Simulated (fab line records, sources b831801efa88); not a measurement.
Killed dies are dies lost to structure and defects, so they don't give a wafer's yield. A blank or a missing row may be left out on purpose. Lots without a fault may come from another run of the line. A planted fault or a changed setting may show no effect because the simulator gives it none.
fab line records | flow sky130
record lots=6 wafers=18 last_day=50
route steps=708 shown LDD_HVP@285 LDD_LDN@289 PAD_OPEN@708
lots that met no fault: from a run of the same line without faults
start_h: hours from the record's first day to the start of the lot's first wafer shown | wait_h: hours since the lot's step before | " the same as in the row above | L1.1+2: a row that stands for several wafers | - no value, or no start given | * or withheld: withheld | < > ~ a bound
route shown NAME@n: a module of which the file shows steps, and the number in the route of the first | usual: mean/standard deviation of fault-free wafers | same: alike in all rows | chamber/n: place in a boat | sites: the reading at each site | _std_site: their standard deviation | _edge_site: outer sites' mean less inner sites' | radius_mm: how far each site lies from the wafer's centre | mask NAME#n: copy n | behind: the tool/chamber that last shaped the wafer | hold: why the lot was held/for how many hours/how that ended | device: the transistor (n, p or np) that didn't switch | end of line: the same wafers' tests at the end of the route | a step without rows: its recipe alone | killed: dies lost to structure and defects at the first sort, not the wafer's yield | map: a wafer's dies, x killed, . not, _ none there
set.NAME: the setting as run; set.NAME@STEP: as run at that earlier step | model.NAME: the simulator's own value behind a step, which no gauge read
lots at some steps of the route; a table a step, a row a wafer
services: from which hour (start_h, from the record's first day; less than 0 if before it) a tool's chamber was out of use, for how many hours, and why
## steps
# step SKY_LDD_HVP_OVL_MEAS_07
# usual LDD_HVP_OVL=0.8/1.2
# columns lot.wafer tool chamber start_h wait_h LDD_HVP_OVL[nm]
L496.1 overlay-02 - 525.34 0.1 -2.2
L496.3 " - " " -0.7
L496.5 " - " " -0.1
L497.1 overlay-02 - 535.79 0.1 2.2
L497.3 " - " " 0.8
L497.4 " - " " 1.4
L501.1 overlay-02 - 570.14 0.1 1.4
L501.3 " - " " 1.6
L501.4 " - " " 1.3
L507.2 overlay-02 - 652.15 0.1 0.2
L507.3 " - " " 0.6
L507.6 " - " " 0.9
L513.1 overlay-01 - 666.72 0.1 2.7
L513.2 " - " " 1.9
L513.4 " - " " 2.4
L516.1 overlay-02 - 689.94 0.1 1.1
L516.3 " - " " 2.3
L516.6 " - " " 1.9
# step SKY_LDD_HVP_IMPLANT_08
# recipe species=B energy_kev=20 dose_cm2=1.7e+13 tilt_deg=17.9
# step SKY_LDD_HVP_STRIP_09
# recipe chemistry=O2/N2 power_w=1400 pressure_mtorr=1500 platen_temp_c=withheld o2_flow_sccm=3000 n2_flow_sccm=300 overash_fraction=0.5
# usual drypump_motor_current_A=5.7/0.45 oes_product_au=0.405/0.0046 strip_time_to_endpoint_s=4.060/0.016
# columns lot.wafer tool chamber start_h wait_h drypump_motor_current_A oes_product_au rf_hours_counter_h strip_time_to_endpoint_s
L496.1 plasma_asher-02 1 525.53 0.1 5.2 0.411 73 4.068
L496.3 " 0 " " 5.2 0.406 - 4.052
L496.5 " 1 " " 5.2 0.412 - 4.062
L497.1 plasma_asher-04 0 535.97 0.1 6.2 0.404 84 4.062
L497.3 " 0 " " 6.2 0.403 - 4.049
L497.4 " 1 " " 5.5 0.403 - 4.046
L501.1 plasma_asher-03 0 570.33 0.1 6.3 0.410 11 4.072
L501.3 " 0 " " 6.3 0.398 - 4.011
L501.4 " 1 " " 5.9 0.406 - 4.051
L507.2 plasma_asher-04 1 652.33 0.1 5.6 0.403 96 4.047
L507.3 " 0 " " 6.2 0.410 - 4.071
L507.6 " 0 " " 6.2 0.404 - 4.028
L513.1 plasma_asher-04 1 666.91 0.1 5.5 0.401 97 4.058
L513.2 " 0 " " 6.2 0.406 97 4.047
L513.4 " 0 " " 6.2 0.407 - 4.059
L516.1 plasma_asher-03 1 690.12 0.1 5.9 0.396 23 4.075
L516.3 " 0 " " 6.3 0.406 - 4.042
L516.6 " 0 " " 6.3 0.399 - 4.053
# step SKY_LDD_HVP_TW_MEAS_10
# usual LDD_HVP_TW=456/4.2
# columns lot.wafer tool chamber start_h wait_h LDD_HVP_TW
L496.1 film_metro-04 - 525.63 0.1 459
L496.3 " - " " 459
L496.5 " - " " 460
L497.1 film_metro-03 - 536.07 0.1 450
L497.3 " - " " 451
L497.4 " - " " 453
L501.1 film_metro-04 - 570.43 0.1 458
L501.3 " - " " 457
L501.4 " - " " 456
L507.2 film_metro-03 - 652.44 0.1 450
L507.3 " - " " 451
L507.6 " - " " 451
L513.1 film_metro-04 - 667.01 0.1 461
L513.2 " - " " 460
L513.4 " - " " 460
L516.1 film_metro-04 - 690.22 0.1 459
L516.3 " - " " 458
L516.6 " - " " 460
# step SKY_LDD_LDN_DEHYDRATE_00
# recipe temp_c=200 time_s=60
# step SKY_LDD_LDN_HMDS_01
# recipe prime_time_s=60 prime_temp_c=120
# step SKY_LDD_LDN_COAT_02
# recipe resist=NOVOLAK spin_rpm=3000 resist_thk_nm=1140
# step SKY_LDD_LDN_SOFTBAKE_03
# recipe temp_c=90 time_s=60 resist=NOVOLAK
# step SKY_LDD_LDN_EXPOSE_04
# recipe mask_id=LDNTM na=0.6 source_shape=conventional sigma_outer=0.6 polarization=unpolarized target_cd_nm=700 dose_mj=140
# step SKY_LDD_LDN_PEB_05
# recipe temp_c=withheld time_s=* resist=NOVOLAK
# step SKY_LDD_LDN_DEVELOP_06
# recipe resist=NOVOLAK developer=TMAH develop_time_s=60 dev_temp_c=23
# step SKY_LDD_LDN_OVL_MEAS_07
# usual LDD_LDN_OVL=-0.2/1.4
# columns lot.wafer tool chamber start_h wait_h LDD_LDN_OVL[nm]
L496.1 overlay-02 - 554.67 0.1 -0.1
L496.3 " - " " 0.4
L496.5 " - " " 0.3
L497.1 overlay-02 - 565.37 0.1 0.6
L497.3 " - " " 0.1
L497.4 " - " " 0.5
L501.1 overlay-02 - 600.04 0.1 -1.5
L501.3 " - " " 1.0
L501.4 " - " " 0.0
L507.2 overlay-02 - 680.74 0.1 -0.7
L507.3 " - " " -0.7
L507.6 " - " " -2.1
L513.1 overlay-01 - 694.42 0.1 -2.9
L513.2 " - " " -1.1
L513.4 " - " " -1.8
L516.1 overlay-01 - 718.17 0.1 -0.7
L516.3 " - " " -0.9
L516.6 " - " " -2.3
# step SKY_LDD_LDN_IMPLANT_08
# recipe species=As energy_kev=15 dose_cm2=1.25e+13 tilt_deg=withheld rotation_deg=23
# usual dose_ions_cm2=1.25e+13/1.3e+10 end_station_pressure_torr=5.05e-06/2.6e-07 faraday_current_uA=70.7/1.4
# columns lot.wafer tool chamber start_h wait_h dose_ions_cm2 end_station_pressure_torr faraday_current_uA
L496.1 implanter-03 0 554.71 0.0 1.2493e+13 5.21e-06 72.1
L496.3 " 0 " " 1.251e+13 5.47e-06 68.7
L496.5 " 0 " " 1.2506e+13 5.12e-06 71.9
L497.1 implanter-01 0 565.41 0.0 1.2498e+13 4.85e-06 69.7
L497.3 " 0 " " 1.2504e+13 5.2e-06 69.6
L497.4 " 0 " " 1.2517e+13 4.86e-06 69.9
L501.1 implanter-03 0 600.07 0.0 1.2503e+13 5e-06 69.1
L501.3 " 0 " " 1.2521e+13 4.87e-06 69.4
L501.4 " 0 " " 1.2519e+13 5.17e-06 69.4
L507.2 implanter-02 0 680.80 0.0 1.2479e+13 4.69e-06 70.2
L507.3 " 0 " " 1.25e+13 5.21e-06 69.9
L507.6 " 0 " " 1.2511e+13 4.99e-06 69.0
L513.1 implanter-02 0 694.46 0.0 4.491e+12 4.76e-06 25.1
L513.2 " 0 " " 4.493e+12 4.84e-06 25.4
L513.4 " 0 " " 4.495e+12 4.91e-06 24.9
L516.1 implanter-02 0 718.21 0.0 4.509e+12 5.94e-06 25.5
L516.3 " 0 " " 4.471e+12 5.02e-06 26.3
L516.6 " 0 " " 4.483e+12 4.95e-06 25.9
# step SKY_LDD_LDN_IMPLANT_09
# recipe species=As energy_kev=15 dose_cm2=1.25e+13 tilt_deg=withheld rotation_deg=113
# step SKY_LDD_LDN_IMPLANT_10
# recipe species=As energy_kev=15 dose_cm2=1.25e+13 tilt_deg=withheld rotation_deg=203
# step SKY_LDD_LDN_IMPLANT_11
# recipe species=As energy_kev=15 dose_cm2=1.25e+13 tilt_deg=withheld rotation_deg=293
# step SKY_LDD_LDN_STRIP_12
# recipe chemistry=O2/N2 power_w=1400 pressure_mtorr=1500 platen_temp_c=withheld o2_flow_sccm=3000 n2_flow_sccm=300 overash_fraction=0.5
# usual drypump_motor_current_A=5.7/0.47 oes_product_au=0.715/0.0044 strip_time_to_endpoint_s=14.16/0.046
# columns lot.wafer tool chamber start_h wait_h drypump_motor_current_A oes_product_au rf_hours_counter_h strip_time_to_endpoint_s
L496.1 plasma_asher-02 0 555.31 0.1 5.1 0.715 77 14.09
L496.3 " 0 " " 5.1 0.711 - 14.15
L496.5 " 0 " " 5.1 0.706 - 14.14
L497.1 plasma_asher-02 0 566.01 0.1 5.2 0.716 78 14.16
L497.3 " 1 " " 5.2 0.714 - 14.20
L497.4 " 0 " " 5.2 0.715 - 14.15
L501.1 plasma_asher-01 1 600.67 0.1 6.2 0.713 47 14.17
L501.3 " 1 " " 6.2 0.710 - 14.16
L501.4 " 0 " " 5.4 0.719 - 14.20
L507.2 plasma_asher-02 0 681.37 0.1 5.1 0.716 87 14.17
L507.3 " 1 " " 5.2 0.715 - 14.22
L507.6 " 1 " " 5.2 0.712 - 14.25
L513.1 plasma_asher-02 0 695.06 0.1 5.1 0.716 89 14.18
L513.2 " 1 " " 5.2 0.717 89 14.17
L513.4 " 0 " " 5.1 0.708 - 14.23
L516.1 plasma_asher-02 1 718.81 0.1 5.2 0.713 91 14.19
L516.3 " 1 " " 5.2 0.715 - 14.14
L516.6 " 0 " " 5.2 0.721 - 14.17
# step SKY_LDD_LDN_TW_MEAS_13
# usual LDD_LDN_TW=1490/7.6
# columns lot.wafer tool chamber start_h wait_h LDD_LDN_TW
L496.1 film_metro-01 - 555.41 0.1 1477
L496.3 " - " " 1477
L496.5 " - " " 1490
L497.1 film_metro-04 - 566.11 0.1 1486
L497.3 " - " " 1483
L497.4 " - " " 1484
L501.1 film_metro-04 - 600.77 0.1 1488
L501.3 " - " " 1494
L501.4 " - " " 1491
L507.2 film_metro-01 - 681.48 0.1 1484
L507.3 " - " " 1491
L507.6 " - " " 1484
L513.1 film_metro-01 - 695.16 0.1 1414
L513.2 " - " " 1411
L513.4 " - " " 1407
L516.1 film_metro-01 - 718.91 0.1 1405
L516.3 " - " " 1409
L516.6 " - " " 1417
# step SKY_LDD_LDN_CLEAN_14
# recipe chemistry=SC1/SC2 mix=1:4:20 temp_c=70 time_s=150 dry=n2_spin
# step SKY_PAD_OPEN_PROBE_99
# usual killed_at_M0_to_M3=43/7.7 killed_at_M4_up=3.4/1.9 killed_at_contacts=25/5.6 killed_at_front_end=14/4.3 killed_at_other=0.2/0.5 killed_dies=86/10 killed_open=47/7.2 killed_short=39/6.7
# same gross_dies=492 killed_at_back_side=0
# columns lot.wafer tool chamber start_h wait_h killed_at_M0_to_M3 killed_at_M4_up killed_at_contacts killed_at_front_end killed_at_other killed_dies killed_open killed_short model.etest.tip_sonos.rs_ohm_sq
L496.1 prober-01 - 1098.14 0.1 46 4 35 21 0 106 56 50 2705
L496.3 prober-01 - 1098.24 0.2 37 2 28 17 0 84 38 46 2664
L496.5 prober-01 - 1098.34 0.2 44 1 25 19 0 89 45 44 2622
L497.1 prober-02 - 1105.35 0.1 37 1 29 11 0 78 48 30 2675
L497.3 prober-02 - 1105.45 0.2 47 1 26 11 0 85 53 32 2697
L497.4 prober-02 - 1105.50 0.2 62 2 21 16 1 102 57 45 2629
L501.1 prober-02 - 1129.54 0.1 37 2 16 13 1 69 35 34 2584
L501.3 prober-02 - 1129.64 0.2 40 4 25 13 0 82 57 25 2628
L501.4 prober-02 - 1129.69 0.2 30 5 23 9 0 67 36 31 2581
L507.2 prober-02 - 1178.34 0.1 40 2 25 13 0 80 41 39 2528
L507.3 prober-02 - 1178.39 0.2 41 5 31 11 1 89 44 45 2545
L507.6 prober-02 - 1178.54 0.2 43 6 31 10 0 90 44 46 2582
L513.1 prober-02 - 1189.35 0.1 50 5 28 12 0 95 47 48 2944
L513.2 prober-02 - 1189.40 0.1 45 2 29 11 0 87 46 41 2887
L513.4 prober-02 - 1189.50 0.2 48 5 26 8 1 88 46 42 2887
L516.1 prober-01 - 1203.95 0.1 51 6 26 7 0 90 49 41 2876
L516.3 prober-01 - 1204.05 0.2 40 2 21 15 0 78 37 41 2837
L516.6 prober-01 - 1204.20 0.2 48 1 34 15 0 98 60 38 2863
# killed by level:class
L496.1 LI_CONTACT:geometric_particle:open=13 CONTACT:geometric_particle:open=9 VIA1:geometric_particle:open=8 METAL2:geometric_particle:short=8 FIELD_ISO:geometric_particle:short=7 VIA2:geometric_particle:open=7 POLY_GATE:geometric_particle:short=6 FIELD_ISO:geometric_particle:open=5
L496.3 CONTACT:geometric_particle:open=9 LI_CONTACT:geometric_particle:open=8 VIA3:geometric_particle:short=8 METAL1:geometric_particle:short=6 VIA2:geometric_particle:open=6 POLY_GATE:geometric_particle:short=5 LOCAL_INTERCONNECT:geometric_particle:short=5 VIA1:geometric_particle:open=5
L496.5 VIA1:geometric_particle:open=10 FIELD_ISO:geometric_particle:short=8 LI_CONTACT:geometric_particle:open=7 LOCAL_INTERCONNECT:geometric_particle:short=7 CONTACT:geometric_particle:open=7 VIA1:geometric_particle:short=6 VIA3:geometric_particle:open=6 METAL1:geometric_particle:short=5
L497.1 VIA1:geometric_particle:open=14 CONTACT:geometric_particle:open=11 CONTACT:geometric_particle:short=6 VIA2:geometric_particle:open=5 POLY_GATE:geometric_particle:open=4 METAL2:geometric_particle:short=4 LI_CONTACT:geometric_particle:open=4 LOCAL_INTERCONNECT:geometric_particle:short=4
L497.3 VIA1:geometric_particle:open=14 CONTACT:geometric_particle:open=11 VIA2:geometric_particle:open=9 LI_CONTACT:geometric_particle:open=6 CONTACT:geometric_particle:short=6 METAL1:geometric_particle:short=6 FIELD_ISO:geometric_particle:short=4 FIELD_ISO:geometric_particle:open=3
L497.4 VIA3:geometric_particle:open=12 VIA2:geometric_particle:open=11 VIA1:geometric_particle:open=10 LI_CONTACT:geometric_particle:open=8 METAL1:geometric_particle:short=7 VIA1:geometric_particle:short=7 POLY_GATE:geometric_particle:open=5 CONTACT:geometric_particle:open=5
L501.1 VIA1:geometric_particle:open=11 FIELD_ISO:geometric_particle:short=5 METAL2:geometric_particle:short=5 LI_CONTACT:geometric_particle:open=5 METAL1:geometric_particle:short=5 CONTACT:geometric_particle:open=5 VIA3:geometric_particle:open=5 VIA1:geometric_particle:short=4
L501.3 VIA1:geometric_particle:open=18 CONTACT:geometric_particle:open=9 LI_CONTACT:geometric_particle:open=6 FIELD_ISO:geometric_particle:open=5 VIA2:geometric_particle:open=4 LOCAL_INTERCONNECT:geometric_particle:short=4 METAL1:geometric_particle:short=4 FIELD_ISO:geometric_particle:short=3
L501.4 VIA1:geometric_particle:open=9 LI_CONTACT:geometric_particle:open=6 METAL4:geometric_particle:short=5 LOCAL_INTERCONNECT:geometric_particle:short=5 CONTACT:geometric_particle:open=5 FIELD_ISO:geometric_particle:open=4 VIA3:geometric_particle:open=4 CONTACT:geometric_particle:short=4
L507.2 CONTACT:geometric_particle:open=11 VIA1:geometric_particle:open=11 METAL1:geometric_particle:short=6 METAL2:geometric_particle:short=6 POLY_GATE:geometric_particle:open=5 LI_CONTACT:geometric_particle:open=5 FIELD_ISO:geometric_particle:short=4 CONTACT:geometric_particle:short=4
L507.3 LI_CONTACT:geometric_particle:open=10 METAL1:geometric_particle:short=9 CONTACT:geometric_particle:open=9 VIA1:geometric_particle:open=7 LOCAL_INTERCONNECT:geometric_particle:short=5 VIA3:geometric_particle:open=5 VIA1:geometric_particle:short=4 METAL2:geometric_particle:short=4
L507.6 CONTACT:geometric_particle:open=11 VIA1:geometric_particle:open=10 CONTACT:geometric_particle:short=8 VIA2:geometric_particle:open=7 LI_CONTACT:geometric_particle:open=6 VIA1:geometric_particle:short=6 METAL2:geometric_particle:short=6 METAL4:geometric_particle:short=5
L513.1 VIA1:geometric_particle:open=12 CONTACT:geometric_particle:open=12 CONTACT:geometric_particle:short=9 VIA1:geometric_particle:short=8 VIA2:geometric_particle:short=8 METAL2:geometric_particle:short=6 FIELD_ISO:geometric_particle:open=5 VIA2:geometric_particle:open=4
L513.2 VIA1:geometric_particle:open=11 CONTACT:geometric_particle:open=10 LI_CONTACT:geometric_particle:open=8 VIA2:geometric_particle:open=7 METAL2:geometric_particle:short=6 VIA2:geometric_particle:short=6 LOCAL_INTERCONNECT:geometric_particle:short=5 METAL1:geometric_particle:short=5
L513.4 VIA1:geometric_particle:open=10 CONTACT:geometric_particle:open=9 CONTACT:geometric_particle:short=8 VIA2:geometric_particle:open=8 VIA3:geometric_particle:open=7 VIA1:geometric_particle:short=5 VIA2:geometric_particle:short=4 FIELD_ISO:geometric_particle:open=3
L516.1 VIA3:geometric_particle:open=11 VIA1:geometric_particle:open=9 CONTACT:geometric_particle:open=7 LI_CONTACT:geometric_particle:open=6 METAL2:geometric_particle:short=6 LOCAL_INTERCONNECT:geometric_particle:short=5 VIA3:geometric_particle:short=5 METAL4:geometric_particle:short=5
L516.3 VIA1:geometric_particle:open=7 FIELD_ISO:geometric_particle:open=6 METAL2:geometric_particle:short=6 CONTACT:geometric_particle:open=5 VIA3:geometric_particle:open=5 LI_CONTACT:geometric_particle:open=5 FIELD_ISO:geometric_particle:short=4 LOCAL_INTERCONNECT:geometric_particle:short=4
L516.6 CONTACT:geometric_particle:open=14 VIA1:geometric_particle:open=13 LI_CONTACT:geometric_particle:open=9 VIA3:geometric_particle:open=7 FIELD_ISO:geometric_particle:open=6 VIA1:geometric_particle:short=6 VIA2:geometric_particle:open=5 VIA3:geometric_particle:short=5
## services
# columns tool chamber start_h hours kind
implanter-02 - 501.98 5.1 pm
plasma_asher-02 - 506.94 2.8 pm
implanter-03 - 520.27 6.3 repair
plasma_asher-03 - 527.49 4.7 repair
plasma_asher-01 - 529.21 0.6 repair
implanter-01 - 553.22 3.3 pm
plasma_asher-03 - 579.54 2.8 pm
implanter-02 - 586.76 15.3 pm
implanter-01 - 590.97 3.2 repair
plasma_asher-02 - 591.06 4.3 pm
plasma_asher-04 - 616.64 4.3 repair
plasma_asher-02 - 635.22 11.1 pm
plasma_asher-03 - 648.99 1.8 repair
implanter-03 - 652.73 2.9 pm
plasma_asher-02 - 653.62 4.9 repair
plasma_asher-01 - 690.61 2.8 pm
## key
first_sign step=SKY_LDD_LDN_IMPLANT_08 reading=dose_ions_cm2 direction=down sigmas=99+ usual=* struck=*
effect step=SKY_LDD_LDN_IMPLANT_08 reading=faraday_current_uA direction=down sigmas=32 usual=70.7 struck=25.5
effect step=SKY_LDD_LDN_TW_MEAS_13 reading=LDD_LDN_TW direction=down sigmas=10 usual=1490 struck=1411
model_effect step=SKY_PAD_OPEN_PROBE_99 value=etest.tip_sonos.rs_ohm_sq without=2645 struck=2882
met_at SKY_LDD_LDN_IMPLANT_08
struck_wafers L513.1,L513.2,L513.4,L516.1,L516.3,L516.6
tester_left_out L513,L516
onset_between 680.80 694.46
fault kind=process_parameter_drift tool=implanter-02 chamber=- onset_h=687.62 steps=SKY_LDD_LDN_IMPLANT_08 channel=dose_cm2 offset=* shape=step end_h=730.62 acts_in=* stated=*
# tester_left_out: of these lots the tester's yield and bins aren't shown, on N5 and GAA mostly nor the transistor test; their killed dies are dies lost to structure and defects alone, not to doping, threshold or leakage, so they don't give the yield
